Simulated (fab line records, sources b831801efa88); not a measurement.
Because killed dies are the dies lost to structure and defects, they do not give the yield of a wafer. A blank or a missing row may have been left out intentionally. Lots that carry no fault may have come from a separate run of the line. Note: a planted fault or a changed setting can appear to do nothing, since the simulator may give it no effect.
fab line records	flow gf180mcu	part 1 of 2: steps 1 to 31 of 43
record: lots: 5	wafers: 15	last-day: 31
route steps=602 shown CONTACT@293 M1@315 V1@335
lots untouched by any fault: they come from a run of this same line in which no faults occurred
start-h: the number of hours between the record's first day and the start of the first shown wafer of the lot	wait-h: time in hours since the lot's previous step	" identical to the entry in the row above	L1.1+2: several wafers, shown together as one row	- either no value or no given start	* or withheld: withheld	< > ~ a bound
route shown NAME@n: names a module that has steps shown in the file, with the first one's number in the route	usual: mean/standard deviation of fault-free wafers	same: alike in all rows	chamber/n: place in a boat	sites: per-site readings	_std_site: their standard deviation	_edge_site: mean of outer sites minus mean of inner sites	radius-mm: for every site, how far away it sits from the centre of the wafer	mask NAME#n: copy n	behind: the last tool/chamber to shape the wafer	hold: cause of the lot's hold/its duration in hours/its outcome	device: the transistor (n, p or np) that didn't switch	end of line: the same wafers' tests at the end of the route	step lacking rows: just its recipe	killed: the dies lost at the first sort to structure and to defects; this is not the yield of the wafer	map: a wafer's dies, marking killed ones x, the rest . and places with no die _
set.NAME: the run value of the setting; set.NAME@STEP: its run value at that earlier step	model.NAME: the simulator's own value behind a step, which no gauge read
lots seen at some steps along the route; tables by step, rows by wafer
services: a tool's chamber out of use, with start hour (start-h, from the record's first day; less than 0 if before it), hours out, and reason
== steps ==
step: GF_CONTACT_DEHYDRATE_06
recipe: temp-c: 200	time-s: 60
lot.wafer	tool	chamber	start-h	wait-h
L075.2+4+6	litho-track-04	0	358.09	9.0
L077.2+4+6	litho-track-04	0	375.39	10.8
L080.1+3+4	litho-track-04	0	402.21	11.2
L084.1+2+5	litho-track-02	0	439.52	11.4
L085.1+4+6	litho-track-03	0	449.61	11.9
step: GF_CONTACT_HMDS_07
recipe: prime-time-s: 60	prime-temp-c: 120
lot.wafer	tool	chamber	start-h	wait-h
L075.2+4+6	litho-track-04	0	358.24	0.1
L077.2+4+6	litho-track-04	0	375.54	0.1
L080.1+3+4	litho-track-04	0	402.36	0.1
L084.1+2+5	litho-track-02	0	439.67	0.1
L085.1+4+6	litho-track-03	0	449.76	0.1
step: GF_CONTACT_COAT_08
recipe: resist: BARC	temp-c: withheld	time-s: withheld	spin-rpm: withheld	resist-thk-nm: withheld
lot.wafer	tool	chamber	start-h	wait-h
L075.2+4+6	litho-track-04	0	358.39	0.1
L077.2+4+6	litho-track-04	0	375.69	0.1
L080.1+3+4	litho-track-04	0	402.51	0.1
L084.1+2+5	litho-track-02	0	439.82	0.1
L085.1+4+6	litho-track-03	0	449.91	0.1
step: GF_CONTACT_COAT_09
recipe: resist: KrF	spin-rpm: withheld	resist-thk-nm: 1000
lot.wafer	tool	chamber	start-h	wait-h
L075.2+4+6	litho-track-04	0	-	-
L077.2+4+6	litho-track-04	0	-	-
L080.1+3+4	litho-track-04	0	-	-
L084.1+2+5	litho-track-02	0	-	-
L085.1+4+6	litho-track-03	0	-	-
step: GF_CONTACT_SOFTBAKE_10
recipe: temp-c: 130	time-s: 60	resist: KrF
lot.wafer	tool	chamber	start-h	wait-h
L075.2+4+6	litho-track-04	0	-	-
L077.2+4+6	litho-track-04	0	-	-
L080.1+3+4	litho-track-04	0	-	-
L084.1+2+5	litho-track-02	0	-	-
L085.1+4+6	litho-track-03	0	-	-
step: GF_CONTACT_EXPOSE_11
recipe: mask-id: Contact	target-cd-nm: 220	na: 0.68	source-shape: conventional	sigma-outer: 0.6	dose-mj: 38
lot.wafer	tool	chamber	start-h	wait-h	mask
L075.2+4+6	krf-scanner-02	0	-	-	Contact#0
L077.2+4+6	krf-scanner-01	0	-	-	Contact#0
L080.1+3+4	krf-scanner-01	0	-	-	Contact#0
L084.1+2+5	krf-scanner-01	0	-	-	Contact#0
L085.1+4+6	krf-scanner-02	0	-	-	Contact#0
step: GF_CONTACT_PEB_12
recipe: peb-temp-c: 135	peb-time-s: 90	resist: KrF
same: peb-time-s: 90
lot.wafer	tool	chamber	start-h	wait-h
L075.2+4+6	litho-track-02	0	-	-
L077.2+4+6	litho-track-02	0	-	-
L080.1+3+4	litho-track-02	0	-	-
L084.1+2+5	litho-track-04	0	-	-
L085.1+4+6	litho-track-04	0	-	-
step: GF_CONTACT_DEVELOP_13
recipe: develop-time-s: 60	resist: KrF	dev-temp-c: 21
lot.wafer	tool	chamber	start-h	wait-h
L075.2+4+6	litho-track-02	0	368.99	0.2
L077.2+4+6	litho-track-02	0	387.29	0.2
L080.1+3+4	litho-track-02	0	414.02	0.2
L084.1+2+5	litho-track-04	0	452.21	0.2
L085.1+4+6	litho-track-04	0	462.31	0.2
step: GF_CONTACT_CD_MEAS_14
recipe: target-cd-nm: 220
usual: cd-nm: 220.0/1.3
lot.wafer	tool	chamber	start-h	wait-h	cd-nm
L075.2	cd-sem-01	-	369.14	0.1	221.3
L075.4	"	-	"	"	219.7
L075.6	"	-	"	"	219.1
L077.2	cd-sem-01	-	387.44	0.1	219.4
L077.4	"	-	"	"	219.2
L077.6	"	-	"	"	218.9
L080.1	cd-sem-02	-	414.17	0.1	220.8
L080.3	"	-	"	"	220.7
L080.4	"	-	"	"	219.8
L084.1	cd-sem-01	-	452.36	0.1	218.6
L084.2	"	-	"	"	217.7
L084.5	"	-	"	"	218.2
L085.1	cd-sem-01	-	462.46	0.1	221.0
L085.4	"	-	"	"	220.1
L085.6	"	-	"	"	220.9
step: GF_CONTACT_OVL_MEAS_15
usual: CONTACT_OVL: 3/5.8
lot.wafer	tool	chamber	start-h	wait-h	CONTACT_OVL[nm]
L075.2	overlay-01	-	369.24	0.1	-3
L075.4	"	-	"	"	0
L075.6	"	-	"	"	9
L077.2	overlay-02	-	387.54	0.1	9
L077.4	"	-	"	"	6
L077.6	"	-	"	"	1
L080.1	overlay-01	-	414.29	0.1	8
L080.3	"	-	"	"	10
L080.4	"	-	"	"	13
L084.1	overlay-01	-	452.48	0.1	2
L084.2	"	-	"	"	-6
L084.5	"	-	"	"	4
L085.1	overlay-02	-	462.58	0.1	-7
L085.4	"	-	"	"	-6
L085.6	"	-	"	"	-2
step: GF_CONTACT_ETCH_16
recipe: chemistry: N2/H2	target-depth-a: withheld	overetch-a: withheld	time-s: withheld	target: BARC	ion-energy-ev: 200	source-w: 500	bias-w: 100	pressure-mtorr: 30	n2-flow-sccm: 100	h2-flow-sccm: 200
usual: drypump-motor-current-A: 5.6/0.41	oes-product-au: 0.855/0.0045	throttle-valve-pct: 13.224/0.0092
lot.wafer	tool	chamber	start-h	wait-h	drypump-motor-current-A	oes-product-au	throttle-valve-pct
L075.2	rie-diel-01	2	369.27	0.0	5.9	0.851	13.216
L075.4	"	3	"	"	6.1	0.863	13.208
L075.6	"	2	"	"	5.9	0.852	13.232
L077.2	rie-diel-01	3	387.57	0.0	6.1	0.849	13.225
L077.4	"	2	"	"	5.9	0.868	13.229
L077.6	"	0	"	"	5.3	0.850	13.218
L080.1	rie-diel-02	1	414.32	0.0	5.7	0.850	13.227
L080.3	"	0	"	"	6.3	0.851	13.216
L080.4	"	3	"	"	5.7	0.851	13.228
L084.1	rie-diel-02	0	452.52	0.0	6.4	0.860	13.219
L084.2	"	1	"	"	5.7	0.851	13.216
L084.5	"	3	"	"	5.7	0.855	13.238
L085.1	rie-diel-02	3	462.62	0.0	5.7	0.853	13.233
L085.4	"	3	"	"	5.7	0.857	13.220
L085.6	"	1	"	"	5.7	0.854	13.219
step: GF_CONTACT_ETCH_17
recipe: chemistry: C4F8/O2/Ar	mask-material: KrF	target: SiO2	stop-on: CoSi2	source-w: 1500	bias-w: 1200	pressure-mtorr: 40	c4f8-flow-sccm: withheld	O2_flow_sccm: 6	Ar_flow_sccm: 300	time-s: withheld	target-depth-a: 8600
usual: oes-product-au: 0.813/0.0045
lot.wafer	tool	chamber	start-h	wait-h	oes-product-au
L075.2	rie-diel-01	2	-	-	0.815
L075.4	"	3	"	"	0.814
L075.6	"	2	"	"	0.816
L077.2	rie-diel-01	3	-	-	0.810
L077.4	"	2	"	"	0.810
L077.6	"	0	"	"	0.813
L080.1	rie-diel-02	1	-	-	0.810
L080.3	"	0	"	"	0.812
L080.4	"	3	"	"	0.810
L084.1	rie-diel-02	0	-	-	0.810
L084.2	"	1	"	"	0.813
L084.5	"	3	"	"	0.813
L085.1	rie-diel-02	3	-	-	0.807
L085.4	"	3	"	"	0.812
L085.6	"	1	"	"	0.814
step: GF_CONTACT_STRIP_18
recipe: chemistry: O2/N2	power-w: 1400	pressure-mtorr: 1500	platen-temp-c: 250	o2-flow-sccm: 3000	n2-flow-sccm: 300	overash-fraction: 0.5
usual: drypump-motor-current-A: 5.6/0.51	heater-power-w: 347/32	oes-product-au: 0.580/0.0047
lot.wafer	tool	chamber	start-h	wait-h	drypump-motor-current-A	heater-power-w	oes-product-au	rf-hours-counter-h
L075.2	plasma-asher-01	0	369.44	-	5.0	329	0.583	54
L075.4	"	1	"	"	6.1	339	0.583	-
L075.6	"	0	"	"	5.0	326	0.586	-
L077.2	plasma-asher-01	0	387.74	-	5.0	325	0.583	55
L077.4	"	0	"	"	5.0	334	0.579	-
L077.6	"	0	"	"	5.0	332	0.575	-
L080.1	plasma-asher-03	1	414.49	-	5.7	375	0.586	32
L080.3	"	1	"	"	5.7	372	0.570	-
L080.4	"	0	"	"	5.3	394	0.578	-
L084.1	plasma-asher-01	1	452.68	-	6.1	339	0.579	62
L084.2	"	0	"	"	5.0	326	0.583	62
L084.5	"	0	"	"	5.0	315	0.587	-
L085.1	plasma-asher-01	1	462.78	-	6.1	343	0.585	63
L085.4	"	0	"	"	5.0	329	0.576	-
L085.6	"	1	"	"	6.1	348	0.576	-
step: GF_CONTACT_CLEAN_19
recipe: chemistry: SPM
lot.wafer	tool	chamber	start-h	wait-h
L075.2+4+6	wet-bench-01	3	369.54	0.1
L077.2+4+6	wet-bench-04	2	387.84	0.1
L080.1+3+4	wet-bench-01	0	414.59	0.1
L084.1+2+5	wet-bench-01	3	452.78	0.1
L085.1+4+6	wet-bench-01	0	462.88	0.1
step: GF_CONTACT_CLEAN_20
recipe: chemistry: DIW
lot.wafer	tool	chamber	start-h	wait-h
L075.2+4+6	wet-bench-04	3	369.63	0.0
L077.2+4+6	wet-bench-02	2	387.93	0.0
L080.1+3+4	wet-bench-04	1	414.68	0.0
L084.1+2+5	wet-bench-04	1	452.87	0.0
L085.1+4+6	wet-bench-02	1	462.97	0.0
step: GF_CONTACT_CLEAN_21
recipe: chemistry: dHF	time-s: 20	dilution: 100:1	dry: ipa-marangoni
lot.wafer	tool	chamber	start-h	wait-h
L075.2+4+6	wet-bench-01	1	369.72	0.0
L077.2+4+6	wet-bench-01	3	388.02	0.0
L080.1+3+4	wet-bench-02	1	414.77	0.0
L084.1+2+5	wet-bench-01	3	452.97	0.0
L085.1+4+6	wet-bench-01	2	463.07	0.0
step: GF_CONTACT_SPUTTER_22
recipe: material: Ti	target-thk-nm: 15	chamber-pressure-pa: 5	power-w: 2500	substrate-temp-c: 200	time-s: 80.02
usual: throttle-valve-pct: 30.0/1.5
lot.wafer	tool	chamber	start-h	wait-h	throttle-valve-pct
L075.2	pvd-sputter-02	-	369.73	0.0	31.8
L075.4	"	-	"	"	30.8
L075.6	"	-	"	"	31.9
L077.2	pvd-sputter-01	-	388.03	0.0	28.8
L077.4	"	-	"	"	28.2
L077.6	"	-	"	"	28.0
L080.1	pvd-sputter-01	-	414.78	0.0	30.4
L080.3	"	-	"	"	28.1
L080.4	"	-	"	"	29.0
L084.1	pvd-sputter-04	-	452.98	0.0	29.3
L084.2	"	-	"	"	30.0
L084.5	"	-	"	"	31.5
L085.1	pvd-sputter-04	-	463.08	0.0	30.0
L085.4	"	-	"	"	29.3
L085.6	"	-	"	"	28.4
step: GF_CONTACT_SPUTTER_23
recipe: material: TiN	target-thk-nm: 10	chamber-pressure-pa: 5	power-w: 4000	time-s: 40
usual: throttle-valve-pct: 30.0/1.5
lot.wafer	tool	chamber	start-h	wait-h	throttle-valve-pct
L075.2	pvd-sputter-02	-	369.80	0.0	31.6
L075.4	"	-	"	"	30.9
L075.6	"	-	"	"	31.8
L077.2	pvd-sputter-01	-	388.10	0.0	29.0
L077.4	"	-	"	"	28.2
L077.6	"	-	"	"	27.8
L080.1	pvd-sputter-01	-	414.84	0.0	30.8
L080.3	"	-	"	"	28.2
L080.4	"	-	"	"	29.0
L084.1	pvd-sputter-04	-	453.04	0.0	29.2
L084.2	"	-	"	"	30.1
L084.5	"	-	"	"	31.4
L085.1	pvd-sputter-04	-	463.14	0.0	29.9
L085.4	"	-	"	"	29.3
L085.6	"	-	"	"	28.3
step: GF_CONTACT_CVD_24
recipe: material: W	target-thk-nm: 300	time-s: 90.339	temp-c: 400	pressure-torr: 40
usual: heater-power-w: 899/90
lot.wafer	tool	chamber	start-h	wait-h	heater-power-w
L075.2	cvd-w-01	0	369.83	0.0	983
L075.4	"	0	"	"	1021
L075.6	"	0	"	"	1024
L077.2	cvd-w-01	0	388.13	0.0	1008
L077.4	"	0	"	"	1030
L077.6	"	1	"	"	853
L080.1	cvd-w-01	1	414.88	0.0	881
L080.3	"	0	"	"	1041
L080.4	"	1	"	"	873
L084.1	cvd-w-02	0	453.08	0.0	795
L084.2	"	1	"	"	874
L084.5	"	1	"	"	858
L085.1	cvd-w-01	0	463.18	0.0	1010
L085.4	"	0	"	"	1041
L085.6	"	0	"	"	1023
step: GF_CONTACT_RS_MEAS_25
recipe: thk-meas-gauge: four-point-probe	reads: W_of_CONTACT_CVD_24+TiN_of_CONTACT_SPUTTER_23+Ti_of_CONTACT_SPUTTER_22
usual: CONTACT_W_RS: 0.384/0.0048
lot.wafer	tool	chamber	start-h	wait-h	CONTACT_W_RS[ohm/sq]
L075.2	film-metro-02	-	369.95	0.1	0.376
L075.4	"	-	"	"	0.372
L075.6	"	-	"	"	0.374
L077.2	film-metro-02	-	388.25	0.1	0.385
L077.4	"	-	"	"	0.386
L077.6	"	-	"	"	0.384
L080.1	film-metro-02	-	414.98	0.1	0.390
L080.3	"	-	"	"	0.389
L080.4	"	-	"	"	0.386
L084.1	film-metro-03	-	453.18	0.1	0.392
L084.2	"	-	"	"	0.386
L084.5	"	-	"	"	0.385
L085.1	film-metro-03	-	463.28	0.1	0.381
L085.4	"	-	"	"	0.380
L085.6	"	-	"	"	0.383
step: GF_CONTACT_THK_MEAS_26
recipe: thk-meas-gauge: xrf	reads: W_of_CONTACT_CVD_24
usual: CONTACT_W_THK: 302/4.2
lot.wafer	tool	chamber	start-h	wait-h	CONTACT_W_THK[nm]
L075.2	film-metro-02	-	370.06	0.1	304
L075.4	"	-	"	"	305
L075.6	"	-	"	"	305
L077.2	film-metro-02	-	388.36	0.1	298
L077.4	"	-	"	"	295
L077.6	"	-	"	"	297
L080.1	film-metro-02	-	415.10	0.1	296
L080.3	"	-	"	"	297
L080.4	"	-	"	"	297
L084.1	film-metro-03	-	453.30	0.1	299
L084.2	"	-	"	"	302
L084.5	"	-	"	"	304
L085.1	film-metro-03	-	463.40	0.1	305
L085.4	"	-	"	"	308
L085.6	"	-	"	"	305
step: GF_CONTACT_CMP_27
recipe: stop-on: SiO2	down-force-psi: 3.5	platen-rpm: 60	t-overpolish-s: 15	target-thk-nm: 0	pad-velocity-m-s: 0.94248
usual: edge-zone-pressure-frac: 1.000/0.0054	motor-current-A: 11.0/1	overpolish-run-s: 15.001/0.0092	time-to-endpoint-s: 72/3.4
lot.wafer	tool	chamber	start-h	wait-h	edge-zone-pressure-frac	motor-current-A	overpolish-run-s	time-to-endpoint-s
L075.4	cmp-01	0	370.11	0.0	1.004	11.4	14.995	73
L075.2	"	2	"	"	0.996	11.1	14.993	77
L075.6	"	1	"	"	0.999	12.7	15.000	78
L077.4	cmp-02	2	388.51	0.1	0.997	9.0	15.001	67
L077.2	"	3	"	"	1.002	11.6	14.998	72
L077.6	"	1	"	"	1.002	12.0	15.012	69
L080.3	cmp-02	0	415.43	0.3	1.000	10.0	14.998	76
L080.1	"	1	"	"	0.995	11.4	15.012	70
L080.4	"	2	"	"	1.005	8.7	15.002	69
L084.2	cmp-01	1	453.46	0.1	0.989	11.6	15.011	71
L084.1	"	2	"	"	1.008	11.0	15.015	70
L084.5	"	3	"	"	1.004	11.1	15.005	68
L085.1	cmp-02	1	463.46	0.1	1.007	11.9	15.004	73
L085.4	"	0	"	"	0.999	9.0	14.998	82
L085.6	"	1	"	"	0.998	11.4	15.002	70
step: GF_M1_SPUTTER_00
recipe: material: Ti	target-thk-nm: 37.5	arriving-ion-energy-ev: 80	substrate-temp-c: 200	chamber-pressure-pa: 2	power-w: 4000	time-s: 150
usual: throttle-valve-pct: 29.9/1.5
lot.wafer	tool	chamber	start-h	wait-h	throttle-valve-pct
L075.2	pvd-sputter-01	-	370.41	0.1	29.0
L075.4	"	-	"	"	28.2
L075.6	"	-	"	"	27.9
L077.2	pvd-sputter-02	-	388.76	0.1	33.2
L077.4	"	-	"	"	31.7
L077.6	"	-	"	"	31.9
L080.1	pvd-sputter-01	-	415.73	0.2	30.8
L080.3	"	-	"	"	28.1
L080.4	"	-	"	"	30.1
L084.1	pvd-sputter-01	-	453.66	0.1	30.5
L084.2	"	-	"	"	30.3
L084.5	"	-	"	"	29.9
L085.1	pvd-sputter-02	-	463.76	0.2	28.5
L085.4	"	-	"	"	33.3
L085.6	"	-	"	"	33.4
step: GF_M1_SPUTTER_01
recipe: material: TiN	target-thk-nm: 30	power-w: 6500	time-s: 25	chamber-pressure-pa: 0.4
usual: throttle-valve-pct: 29.9/1.4
lot.wafer	tool	chamber	start-h	wait-h	throttle-valve-pct
L075.2	pvd-sputter-01	-	370.51	0.1	28.9
L075.4	"	-	"	"	28.1
L075.6	"	-	"	"	28.2
L077.2	pvd-sputter-02	-	388.86	0.1	33.3
L077.4	"	-	"	"	31.9
L077.6	"	-	"	"	32.1
L080.1	pvd-sputter-01	-	415.83	0.1	30.3
L080.3	"	-	"	"	28.3
L080.4	"	-	"	"	30.2
L084.1	pvd-sputter-01	-	453.76	0.1	30.6
L084.2	"	-	"	"	30.0
L084.5	"	-	"	"	29.9
L085.1	pvd-sputter-02	-	463.86	0.1	28.3
L085.4	"	-	"	"	33.3
L085.6	"	-	"	"	33.4
step: GF_M1_SPUTTER_02
recipe: material: AlCu	target-thk-nm: 450	power-w: 10600	time-s: 23.9	chamber-pressure-pa: 0.4
usual: throttle-valve-pct: 29.8/1.4
lot.wafer	tool	chamber	start-h	wait-h	throttle-valve-pct
L075.2	pvd-sputter-01	-	370.55	0.0	29.3
L075.4	"	-	"	"	28.2
L075.6	"	-	"	"	27.9
L077.2	pvd-sputter-02	-	388.89	0.0	33.1
L077.4	"	-	"	"	31.8
L077.6	"	-	"	"	31.8
L080.1	pvd-sputter-01	-	415.86	0.0	30.0
L080.3	"	-	"	"	28.1
L080.4	"	-	"	"	30.2
L084.1	pvd-sputter-01	-	453.79	0.0	30.8
L084.2	"	-	"	"	30.0
L084.5	"	-	"	"	30.1
L085.1	pvd-sputter-02	-	463.89	0.0	28.4
L085.4	"	-	"	"	33.4
L085.6	"	-	"	"	33.3
step: GF_M1_SPUTTER_03
recipe: material: Ti	target-thk-nm: 10	substrate-temp-c: 300	chamber-pressure-pa: 0.3	power-w: 3000	time-s: 6.7
usual: throttle-valve-pct: 29.8/1.5
lot.wafer	tool	chamber	start-h	wait-h	throttle-valve-pct
L075.2	pvd-sputter-01	-	370.58	0.0	28.9
L075.4	"	-	"	"	28.0
L075.6	"	-	"	"	27.9
L077.2	pvd-sputter-02	-	388.92	0.0	33.4
L077.4	"	-	"	"	31.8
L077.6	"	-	"	"	31.8
L080.1	pvd-sputter-01	-	415.89	0.0	30.7
L080.3	"	-	"	"	27.9
L080.4	"	-	"	"	30.2
L084.1	pvd-sputter-01	-	453.82	0.0	30.6
L084.2	"	-	"	"	30.3
L084.5	"	-	"	"	30.3
L085.1	pvd-sputter-02	-	463.92	0.0	28.3
L085.4	"	-	"	"	33.2
L085.6	"	-	"	"	33.2
step: GF_M1_SPUTTER_04
recipe: material: TiN	target-thk-nm: 50	power-w: 6500	time-s: 41.7	chamber-pressure-pa: 0.4
usual: throttle-valve-pct: 29.9/1.4
lot.wafer	tool	chamber	start-h	wait-h	throttle-valve-pct
L075.2	pvd-sputter-01	-	370.60	0.0	29.2
L075.4	"	-	"	"	28.2
L075.6	"	-	"	"	28.2
L077.2	pvd-sputter-02	-	388.94	0.0	33.0
L077.4	"	-	"	"	31.7
L077.6	"	-	"	"	31.6
L080.1	pvd-sputter-01	-	415.91	0.0	30.6
L080.3	"	-	"	"	28.0
L080.4	"	-	"	"	30.3
L084.1	pvd-sputter-01	-	453.84	0.0	30.5
L084.2	"	-	"	"	29.9
L084.5	"	-	"	"	30.1
L085.1	pvd-sputter-02	-	463.94	0.0	28.5
L085.4	"	-	"	"	33.3
L085.6	"	-	"	"	33.2
step: GF_M1_RS_MEAS_05
recipe: thk-meas-gauge: four-point-probe	reads: TiN_of_M1_SPUTTER_04+Ti_of_M1_SPUTTER_03+AlCu_of_M1_SPUTTER_02+TiN_of_M1_SPUTTER_01+Ti_of_M1_SPUTTER_00
usual: M1_ALCU_RS: 0.0697/0.00073
lot.wafer	tool	chamber	start-h	wait-h	M1_ALCU_RS[ohm/sq]
L075.2	film-metro-02	-	370.66	0.0	0.0690
L075.4	"	-	"	"	0.0680
L075.6	"	-	"	"	0.0686
L077.2	film-metro-01	-	389.00	0.0	0.0693
L077.4	"	-	"	"	0.0694
L077.6	"	-	"	"	0.0690
L080.1	film-metro-03	-	415.95	0.0	0.0691
L080.3	"	-	"	"	0.0687
L080.4	"	-	"	"	0.0686
L084.1	film-metro-01	-	453.88	0.0	0.0695
L084.2	"	-	"	"	0.0690
L084.5	"	-	"	"	0.0695
L085.1	film-metro-02	-	463.98	0.0	0.0695
L085.4	"	-	"	"	0.0701
L085.6	"	-	"	"	0.0704
step: GF_M1_THK_MEAS_06
recipe: thk-meas-gauge: xrf	reads: AlCu_of_M1_SPUTTER_02
usual: M1_ALCU_THK: 454/4.6
lot.wafer	tool	chamber	start-h	wait-h	M1_ALCU_THK[nm]
L075.2	film-metro-02	-	370.77	0.1	457
L075.4	"	-	"	"	464
L075.6	"	-	"	"	460
L077.2	film-metro-01	-	389.11	0.1	461
L077.4	"	-	"	"	456
L077.6	"	-	"	"	461
L080.1	film-metro-03	-	416.07	0.1	456
L080.3	"	-	"	"	456
L080.4	"	-	"	"	458
L084.1	film-metro-01	-	454.00	0.1	458
L084.2	"	-	"	"	459
L084.5	"	-	"	"	459
L085.1	film-metro-02	-	464.10	0.1	455
L085.4	"	-	"	"	452
L085.6	"	-	"	"	450
step: GF_M1_DEHYDRATE_07
recipe: temp-c: 200	time-s: 60
lot.wafer	tool	chamber	start-h	wait-h
L075.2+4+6	litho-track-04	0	381.59	10.8
L077.2+4+6	litho-track-02	0	400.29	11.2
L080.1+3+4	litho-track-01	0	427.75	11.7
L084.1+2+5	litho-track-01	0	464.80	10.8
L085.1+4+6	litho-track-04	0	475.76	11.7
step: GF_M1_HMDS_08
recipe: prime-time-s: 60	prime-temp-c: 120
lot.wafer	tool	chamber	start-h	wait-h
L075.2+4+6	litho-track-04	0	381.74	0.1
L077.2+4+6	litho-track-02	0	400.44	0.1
L080.1+3+4	litho-track-01	0	427.90	0.1
L084.1+2+5	litho-track-01	0	464.95	0.1
L085.1+4+6	litho-track-04	0	475.91	0.1
